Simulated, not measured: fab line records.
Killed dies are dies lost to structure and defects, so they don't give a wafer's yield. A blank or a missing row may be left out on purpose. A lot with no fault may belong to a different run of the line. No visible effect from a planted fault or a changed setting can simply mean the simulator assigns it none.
Matching of chambers | flow gf180mcu | rie_diel-04 running GF_V4_ETCH_16: 4 sister chambers
The step etches BARC in N2/H2. 8 wafers are shown with their chamber, then 12 later ones without.

WAFERS PAIRED WITH THEIR CHAMBERS
wafer  | chamber | drypump_motor_current_A (A) | oes_product_au (a.u.)
L087.2 | 2       | 5.6                         | 0.865
L088.5 | 1       | 5.8                         | 0.847
L091.3 | 3       | 5.9                         | 0.858
L091.4 | 2       | 5.7                         | 0.859
L091.6 | 0       | 5.5                         | 0.855
L092.3 | 1       | 5.8                         | 0.851
L092.4 | 0       | 5.5                         | 0.849
L092.5 | 3       | 5.9                         | 0.855

WAFERS WITHOUT THEIR CHAMBER
wafer  | drypump_motor_current_A (A) | oes_product_au (a.u.)
L093.3 | 5.8                         | 0.859
L093.5 | 5.4                         | 0.851
L093.6 | 5.8                         | 0.858
L095.4 | 5.4                         | 0.847
L095.5 | 5.7                         | 0.855
L095.6 | 5.8                         | 0.847
L096.1 | 5.5                         | 0.857
L096.3 | 5.6                         | 0.861
L096.4 | 5.9                         | 0.867
L097.3 | 5.5                         | 0.865
L097.5 | 5.9                         | 0.857
L097.6 | 5.4                         | 0.848

THE CHAMBER EACH PASSED THROUGH
wafer  | from the rows above          | in truth
L093.3 | can't be placed: 1 or 3 or 2 | 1
L093.5 | 0                            | 0
L093.6 | can't be placed: 1 or 3 or 2 | 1
L095.4 | 0                            | 0
L095.5 | can't be placed: 2 or 1      | 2
L095.6 | 1                            | 1
L096.1 | 0                            | 0
L096.3 | 2                            | 2
L096.4 | 3                            | 3
L097.3 | can't be placed: 0 or 2      | 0
L097.5 | 3                            | 3
L097.6 | 0                            | 0
Correctly placed: 8 of 12. From these rows, 4 cannot be placed; in 4 the true chamber is one of the candidates. Wrongly placed: 0.
How it was worked out, from the rows above alone: a wafer's distance from a chamber is the root of the sum, over the readings, of the square of ((its reading less the chamber's mean) divided by the reading's scatter). The wafer belongs to the nearest chamber; if the next one is less than 2 further off, it can't be placed. A chamber's mean is the mean of its shown wafers. The scatter: the root of (the sum of the squares of (reading less its chamber's mean) over the shown wafers, divided by (wafers less chambers)).
